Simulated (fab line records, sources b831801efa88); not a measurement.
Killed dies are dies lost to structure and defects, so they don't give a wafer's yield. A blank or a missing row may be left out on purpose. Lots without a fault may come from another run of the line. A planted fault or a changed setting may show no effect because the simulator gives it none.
fab line records | flow sky130
record lots=12 wafers=36 last_day=50
route steps=708 shown LDD_LDN@301 SD_N@350 SD_P@359 LI_CONTACT@374 PAD_OPEN@708
lots that met no fault: from a run of the same line without faults
start_h: hours from the record's first day to the start of the lot's first wafer shown | wait_h: hours since the lot's step before | " the same as in the row above | L1.1+2: a row that stands for several wafers | - no value, or no start given | * or withheld: withheld | < > ~ a bound
route shown NAME@n: a module of which the file shows steps, and the number in the route of the first | usual: mean/standard deviation of fault-free wafers | same: alike in all rows | chamber/n: place in a boat | sites: the reading at each site | _std_site: their standard deviation | _edge_site: outer sites' mean less inner sites' | radius_mm: how far each site lies from the wafer's centre | mask NAME#n: copy n | behind: the tool/chamber that last shaped the wafer | hold: why the lot was held/for how many hours/how that ended | device: the transistor (n, p or np) that didn't switch | end of line: the same wafers' tests at the end of the route | a step without rows: its recipe alone | killed: dies lost to structure and defects at the first sort, not the wafer's yield | map: a wafer's dies, x killed, . not, _ none there
set.NAME: the setting as run; set.NAME@STEP: as run at that earlier step | model.NAME: the simulator's own value behind a step, which no gauge read
steps of the route over a sample of lots; a table a step, a row a wafer
services: from which hour (start_h, from the record's first day; less than 0 if before it) a tool's chamber was out of use, for how many hours, and why
## steps
# step SKY_LDD_LDN_STRIP_12
# recipe chemistry=O2/N2 power_w=1400 pressure_mtorr=1500 platen_temp_c=withheld o2_flow_sccm=3000 n2_flow_sccm=300 overash_fraction=0.5
# usual drypump_motor_current_A=5.9/0.45 oes_product_au=0.716/0.0049 strip_time_to_endpoint_s=14.19/0.047
# columns lot.wafer tool chamber start_h wait_h drypump_motor_current_A oes_product_au rf_hours_counter_h strip_time_to_endpoint_s
L613.2 plasma_asher-04 1 528.03 0.1 6.2 0.714 86 14.23
L613.3 " 0 " " 5.9 0.719 - 14.20
L613.6 " 1 " " 6.2 0.718 - 14.18
L615.1 plasma_asher-04 0 547.76 0.1 5.9 0.703 89 14.21
L615.3 " 1 " " 6.2 0.711 - 14.22
L615.4 " 0 " " 5.9 0.712 - 14.17
L617.3 plasma_asher-01 1 564.05 0.1 5.6 0.721 - 14.13
L617.4 " 0 " " 5.3 0.720 - 14.11
L617.5 " 0 " " 5.3 0.712 - 14.13
L620.2 plasma_asher-03 1 580.71 0.1 5.5 0.714 75 14.11
L620.3 " 1 " " 5.6 0.721 - 14.16
L620.6 " 1 " " 5.5 0.713 - 14.14
L623.1 plasma_asher-03 1 612.83 0.1 5.6 0.716 78 14.17
L623.4 " 0 " " 6.6 0.720 - 14.09
L623.5 " 1 " " 5.5 0.720 - 14.11
L625.3 plasma_asher-04 0 628.36 0.1 5.9 0.715 - 14.18
L625.5 " 0 " " 5.9 0.720 - 14.16
L625.6 " 1 " " 6.2 0.716 - 14.13
L628.2 plasma_asher-01 1 653.57 0.1 5.6 0.719 21 14.19
L628.4 " 1 " " 5.6 0.713 - 14.19
L628.6 " 0 " " 5.3 0.722 - 14.18
L632.1 plasma_asher-03 0 687.57 0.1 6.7 0.710 85 14.17
L632.5 " 0 " " 6.7 0.711 - 14.14
L632.6 " 1 " " 5.5 0.708 - 14.14
L633.1 plasma_asher-03 0 695.33 0.1 6.7 0.712 85 14.18
L633.3 " 1 " " 5.5 0.721 - 14.17
L633.4 " 0 " " 6.7 0.721 - 14.13
L634.1 plasma_asher-03 1 702.67 0.1 5.6 0.716 86 14.21
L634.4 " 0 " " 6.7 0.714 - 14.21
L634.5 " 0 " " 6.7 0.717 - 14.28
L635.1 plasma_asher-04 1 705.16 0.1 6.2 0.717 105 14.22
L635.3 " 0 " " 5.9 0.712 - 14.28
L635.4 " 1 " " 6.2 0.711 - 14.27
L636.2 plasma_asher-03 1 710.38 0.1 5.6 0.714 87 14.18
L636.4 " 1 " " 5.6 0.717 - 14.21
L636.5 " 0 " " 6.7 0.721 - 14.24
# step SKY_SD_N_OVL_MEAS_08
# usual SD_N_OVL=0.1/1.4
# columns lot.wafer tool chamber start_h wait_h SD_N_OVL[nm]
L613.2 overlay-01 - 647.40 0.1 0.1
L613.3 " - " " 1.3
L613.6 " - " " 0.7
L615.1 overlay-02 - 666.31 0.1 2.8
L615.3 " - " " 1.1
L615.4 " - " " 0.7
L617.3 overlay-02 - 682.01 0.1 -0.2
L617.4 " - " " 1.6
L617.5 " - " " 2.0
L620.2 overlay-01 - 698.11 0.1 -1.9
L620.3 " - " " 1.0
L620.6 " - " " -0.7
L623.1 overlay-01 - 727.45 0.1 -0.4
L623.4 " - " " -0.3
L623.5 " - " " 0.2
L625.3 overlay-01 - 745.41 0.1 -0.4
L625.5 " - " " 1.2
L625.6 " - " " 0.6
L628.2 overlay-02 - 765.56 0.1 -1.9
L628.4 " - " " -2.8
L628.6 " - " " -3.3
L632.1 overlay-01 - 797.10 0.1 -2.0
L632.5 " - " " 0.8
L632.6 " - " " -1.0
L633.1 overlay-02 - 803.97 0.1 0.5
L633.3 " - " " -0.6
L633.4 " - " " -0.4
L634.1 overlay-02 - 813.36 0.1 -3.0
L634.4 " - " " 0.3
L634.5 " - " " -1.0
L635.1 overlay-02 - 815.11 0.1 1.4
L635.3 " - " " -0.5
L635.4 " - " " 0.9
L636.2 overlay-01 - 819.66 0.1 2.2
L636.4 " - " " 1.9
L636.5 " - " " 3.3
# step SKY_SD_N_RTA_14
# recipe temp_c=1075 time_s=2 idle_temp_c=650 ramp_up_c_per_s=150 ramp_down_c_per_s=90 ambient=N2
# usual lamp_power_pct=15.74/0.059 wafer_temp_C_max=1077.9/1.2
# columns lot.wafer tool chamber start_h wait_h lamp_power_pct wafer_temp_C_max
L613.2 rtp_anneal-01 0 647.95 0.0 15.77 1077.2
L613.3 " 0 " " 15.70 1078.0
L613.6 " 0 " " 15.83 1078.1
L615.1 rtp_anneal-01 0 666.85 0.0 15.70 1078.5
L615.3 " 0 " " 15.78 1078.8
L615.4 " 0 " " 15.80 1077.8
L617.3 rtp_anneal-02 0 682.56 0.0 15.87 1077.7
L617.4 " 0 " " 15.66 1076.5
L617.5 " 0 " " 15.79 1078.6
L620.2 rtp_anneal-01 0 698.66 0.0 15.77 1080.7
L620.3 " 0 " " 15.85 1076.5
L620.6 " 0 " " 15.75 1078.3
L623.1 rtp_anneal-01 0 728.00 0.0 14.30 1078.2
L623.4 " 0 " " 14.36 1076.2
L623.5 " 0 " " 14.21 1078.3
L625.3 rtp_anneal-01 0 745.96 0.0 14.24 1076.7
L625.5 " 0 " " 14.31 1078.3
L625.6 " 0 " " 14.31 1076.7
L628.2 rtp_anneal-02 0 766.11 0.0 15.69 1078.2
L628.4 " 0 " " 15.72 1081.0
L628.6 " 0 " " 15.78 1076.7
L632.1 rtp_anneal-02 0 797.65 0.0 15.81 1076.8
L632.5 " 0 " " 15.77 1077.3
L632.6 " 0 " " 15.71 1078.5
L633.1 rtp_anneal-01 0 804.52 0.0 15.66 1076.8
L633.3 " 0 " " 15.70 1077.2
L633.4 " 0 " " 15.69 1077.0
L634.1 rtp_anneal-02 0 813.90 0.0 15.77 1076.8
L634.4 " 0 " " 15.64 1078.8
L634.5 " 0 " " 15.80 1077.1
L635.1 rtp_anneal-01 0 815.65 0.0 15.77 1078.2
L635.3 " 0 " " 15.80 1081.0
L635.4 " 0 " " 15.61 1077.6
L636.2 rtp_anneal-02 0 820.21 0.0 15.71 1078.9
L636.4 " 0 " " 15.73 1075.2
L636.5 " 0 " " 15.76 1080.0
# step SKY_SD_N_RS_MEAS_16
# recipe thk_meas_gauge=four-point-probe
# usual SD_N_RS=68.46/0.12
# columns lot.wafer tool chamber start_h wait_h SD_N_RS[ohm/sq]
L613.2 film_metro-02 - 648.14 0.1 68.54
L613.3 " - " " 68.53
L613.6 " - " " 68.25
L615.1 film_metro-01 - 667.03 0.1 68.49
L615.3 " - " " 68.67
L615.4 " - " " 68.60
L617.3 film_metro-01 - 682.76 0.1 68.85
L617.4 " - " " 68.74
L617.5 " - " " 68.78
L620.2 film_metro-02 - 698.85 0.1 68.45
L620.3 " - " " 68.33
L620.6 " - " " 68.27
L623.1 film_metro-01 - 728.17 0.1 74.66
L623.4 " - " " 74.63
L623.5 " - " " 74.49
L625.3 film_metro-02 - 746.16 0.1 74.80
L625.5 " - " " 74.68
L625.6 " - " " 74.78
L628.2 film_metro-02 - 766.30 0.1 68.37
L628.4 " - " " 68.48
L628.6 " - " " 68.39
L632.1 film_metro-01 - 797.82 0.1 68.64
L632.5 " - " " 68.56
L632.6 " - " " 68.57
L633.1 film_metro-02 - 804.69 0.1 68.45
L633.3 " - " " 68.52
L633.4 " - " " 68.50
L634.1 film_metro-02 - 814.08 0.1 68.50
L634.4 " - " " 68.39
L634.5 " - " " 68.37
L635.1 film_metro-03 - 815.83 0.1 68.65
L635.3 " - " " 68.37
L635.4 " - " " 68.43
L636.2 film_metro-03 - 820.40 0.1 68.43
L636.4 " - " " 68.56
L636.5 " - " " 68.50
# step SKY_SD_N_RS_MEAS_17
# recipe thk_meas_gauge=four-point-probe
# usual SD_P_RS=146.9/0.43
# columns lot.wafer tool chamber start_h wait_h SD_P_RS[ohm/sq]
L613.2 film_metro-02 - 648.26 0.1 146.2
L613.3 " - " " 146.8
L613.6 " - " " 146.5
L615.1 film_metro-01 - 667.15 0.1 146.9
L615.3 " - " " 147.1
L615.4 " - " " 147.0
L617.3 film_metro-01 - 682.88 0.1 147.2
L617.4 " - " " 147.6
L617.5 " - " " 147.8
L620.2 film_metro-02 - 698.97 0.1 146.3
L620.3 " - " " 146.5
L620.6 " - " " 146.5
L623.1 film_metro-01 - 728.29 0.1 185.7
L623.4 " - " " 185.5
L623.5 " - " " 185.5
L625.3 film_metro-02 - 746.28 0.1 185.5
L625.5 " - " " 185.6
L625.6 " - " " 185.5
L628.2 film_metro-02 - 766.42 0.1 147.1
L628.4 " - " " 146.8
L628.6 " - " " 146.8
L632.1 film_metro-01 - 797.94 0.1 147.2
L632.5 " - " " 147.2
L632.6 " - " " 147.4
L633.1 film_metro-02 - 804.81 0.1 147.1
L633.3 " - " " 147.6
L633.4 " - " " 147.1
L634.1 film_metro-02 - 814.20 0.1 146.1
L634.4 " - " " 146.3
L634.5 " - " " 146.4
L635.1 film_metro-03 - 815.95 0.1 147.1
L635.3 " - " " 146.2
L635.4 " - " " 146.9
L636.2 film_metro-03 - 820.52 0.1 147.1
L636.4 " - " " 147.3
L636.5 " - " " 147.0
# step SKY_LI_CONTACT_CD_MEAS_12
# recipe target_cd_nm=170
# usual cd_nm=170.0/1.4
# columns lot.wafer tool chamber start_h wait_h cd_nm
L613.2 cd_sem-02 - 677.50 - 168.7
L613.3 " - " " 168.1
L613.6 " - " " 167.1
L615.1 cd_sem-02 - 696.23 - 169.9
L615.3 " - " " 170.1
L615.4 " - " " 169.1
L617.3 cd_sem-02 - 711.59 - 170.1
L617.4 " - " " 169.9
L617.5 " - " " 169.5
L620.2 cd_sem-02 - 727.05 - 170.8
L620.3 " - " " 171.4
L620.6 " - " " 171.1
L623.1 cd_sem-02 - 756.08 - 172.0
L623.4 " - " " 171.8
L623.5 " - " " 170.7
L625.3 cd_sem-02 - 774.49 - 170.0
L625.5 " - " " 170.6
L625.6 " - " " 169.6
L628.2 cd_sem-01 - 794.00 - 170.4
L628.4 " - " " 170.7
L628.6 " - " " 170.6
L632.1 cd_sem-01 - 825.15 - 166.8
L632.5 " - " " 168.0
L632.6 " - " " 166.9
L633.1 cd_sem-01 - 832.13 - 168.5
L633.3 " - " " 169.0
L633.4 " - " " 169.6
L634.1 cd_sem-02 - 841.00 - 170.5
L634.4 " - " " 170.9
L634.5 " - " " 170.5
L635.1 cd_sem-01 - 843.33 - 170.9
L635.3 " - " " 171.5
L635.4 " - " " 170.6
L636.2 cd_sem-01 - 847.27 - 169.0
L636.4 " - " " 168.2
L636.5 " - " " 167.6
# step SKY_PAD_OPEN_PROBE_99
# usual killed_at_M0_to_M3=43/7 killed_at_M4_up=3.1/2 killed_at_contacts=24/5.3 killed_at_front_end=15/4.2 killed_at_other=0.4/0.66 killed_dies=86/9.5 killed_open=47/7.4 killed_short=38/6.2
# same gross_dies=492 killed_at_back_side=0
# columns lot.wafer tool chamber start_h wait_h killed_at_M0_to_M3 killed_at_M4_up killed_at_contacts killed_at_front_end killed_at_other killed_dies killed_open killed_short
L613.2 prober-01 - 1074.82 0.1 44 7 27 9 0 87 41 46
L613.3 prober-01 - 1074.87 0.2 45 6 23 12 0 86 48 38
L613.6 prober-01 - 1075.02 0.2 45 2 19 14 0 80 54 26
L620.2 prober-01 - 1113.99 0.1 34 6 26 6 1 73 44 29
L620.3 prober-01 - 1114.04 0.2 34 3 19 16 0 72 31 40
L620.6 prober-01 - 1114.19 0.2 45 4 27 16 0 92 61 31
L632.1 prober-01 - 1181.72 0.1 47 6 21 14 0 88 42 46
L632.5 prober-01 - 1181.92 0.2 45 4 30 12 0 91 61 30
L632.6 prober-01 - 1181.97 0.2 52 3 22 20 1 98 49 49
# killed by level:class
L613.2 CONTACT:geometric_particle:open=11 CONTACT:geometric_particle:short=8 METAL1:geometric_particle:short=7 VIA1:geometric_particle:open=7 VIA2:geometric_particle:open=7 LI_CONTACT:geometric_particle:open=6 METAL2:geometric_particle:short=6 VIA1:geometric_particle:short=5
L613.3 LI_CONTACT:geometric_particle:open=10 VIA1:geometric_particle:open=8 METAL4:geometric_particle:short=6 VIA3:geometric_particle:open=6 LI_CONTACT:geometric_particle:short=5 METAL1:geometric_particle:open=5 METAL2:geometric_particle:short=5 VIA2:geometric_particle:open=5
L613.6 VIA1:geometric_particle:open=15 CONTACT:geometric_particle:open=9 VIA2:geometric_particle:open=9 LI_CONTACT:geometric_particle:open=7 FIELD_ISO:geometric_particle:open=5 METAL2:geometric_particle:short=5 FIELD_ISO:geometric_particle:short=4 METAL3:geometric_particle:short=3
L620.2 CONTACT:geometric_particle:open=13 VIA1:geometric_particle:open=10 METAL2:geometric_particle:short=7 LI_CONTACT:geometric_particle:open=5 METAL4:geometric_particle:short=5 CONTACT:geometric_particle:short=4 VIA3:geometric_particle:open=4 LI_CONTACT:geometric_particle:short=3
L620.3 FIELD_ISO:geometric_particle:short=6 CONTACT:geometric_particle:open=6 VIA1:geometric_particle:open=6 METAL2:geometric_particle:short=6 VIA3:geometric_particle:open=5 LOCAL_INTERCONNECT:geometric_particle:short=4 VIA1:geometric_particle:short=4 VIA2:geometric_particle:open=4
L620.6 VIA1:geometric_particle:open=11 LI_CONTACT:geometric_particle:open=10 CONTACT:geometric_particle:open=9 VIA2:geometric_particle:open=7 FIELD_ISO:geometric_particle:open=5 VIA3:geometric_particle:open=5 VIA1:geometric_particle:short=5 POLY_GATE:geometric_particle:short=4
L632.1 VIA1:geometric_particle:open=11 LI_CONTACT:geometric_particle:open=10 METAL2:geometric_particle:short=7 VIA2:geometric_particle:open=6 FIELD_ISO:geometric_particle:short=5 VIA2:geometric_particle:short=5 VIA3:geometric_particle:short=5 METAL4:geometric_particle:short=5
L632.5 VIA1:geometric_particle:open=16 CONTACT:geometric_particle:open=14 LI_CONTACT:geometric_particle:open=8 VIA3:geometric_particle:open=8 FIELD_ISO:geometric_particle:open=5 POLY_GATE:geometric_particle:short=4 METAL2:geometric_particle:short=3 LOCAL_INTERCONNECT:geometric_particle:short=3
L632.6 VIA1:geometric_particle:open=15 VIA1:geometric_particle:short=10 CONTACT:geometric_particle:open=8 CONTACT:geometric_particle:short=6 FIELD_ISO:geometric_particle:open=5 METAL2:geometric_particle:short=5 METAL1:geometric_particle:short=4 POLY_GATE:geometric_particle:open=4
## services
# columns tool chamber start_h hours kind
plasma_asher-04 - 512.98 0.6 repair
plasma_asher-03 - 569.07 1.4 repair
plasma_asher-03 - 625.50 5.5 repair
plasma_asher-03 - 630.99 2.8 pm
plasma_asher-01 - 669.85 1.6 repair
plasma_asher-04 - 733.75 9.0 pm
plasma_asher-04 0 733.75 9.0 vent_cycle
plasma_asher-04 1 733.75 9.0 vent_cycle
plasma_asher-04 0 742.75 - clean
plasma_asher-04 1 742.75 - clean
plasma_asher-03 - 809.57 1.3 repair
plasma_asher-04 - 817.18 5.9 repair
plasma_asher-01 - 818.40 0.4 repair
## key
first_sign step=SKY_SD_N_RTA_14 reading=lamp_power_pct direction=down sigmas=25 usual=15.74 struck=14.29
effect step=SKY_SD_N_RS_MEAS_16 reading=SD_N_RS direction=up sigmas=51 usual=68.46 struck=74.67
effect step=SKY_SD_N_RS_MEAS_17 reading=SD_P_RS direction=up sigmas=91 usual=146.9 struck=185.5
met_at SKY_SD_N_RTA_14
struck_lots L623,L625
tester_left_out L623,L625
not_acting_at SKY_LDD_LDN_STRIP_12,SKY_SD_N_OVL_MEAS_08,SKY_LI_CONTACT_CD_MEAS_12
onset_between 698.66 728.00
fault kind=process_parameter_drift tool=rtp_anneal-01 chamber=- onset_h=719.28 steps=SKY_SD_N_RTA_14 channel=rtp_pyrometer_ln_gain offset=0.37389 shape=step end_h=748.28
# tester_left_out: of these lots the tester's yield and bins aren't shown, on N5 and GAA mostly nor the transistor test; their killed dies are dies lost to structure and defects alone, not to doping, threshold or leakage, so they don't give the yield
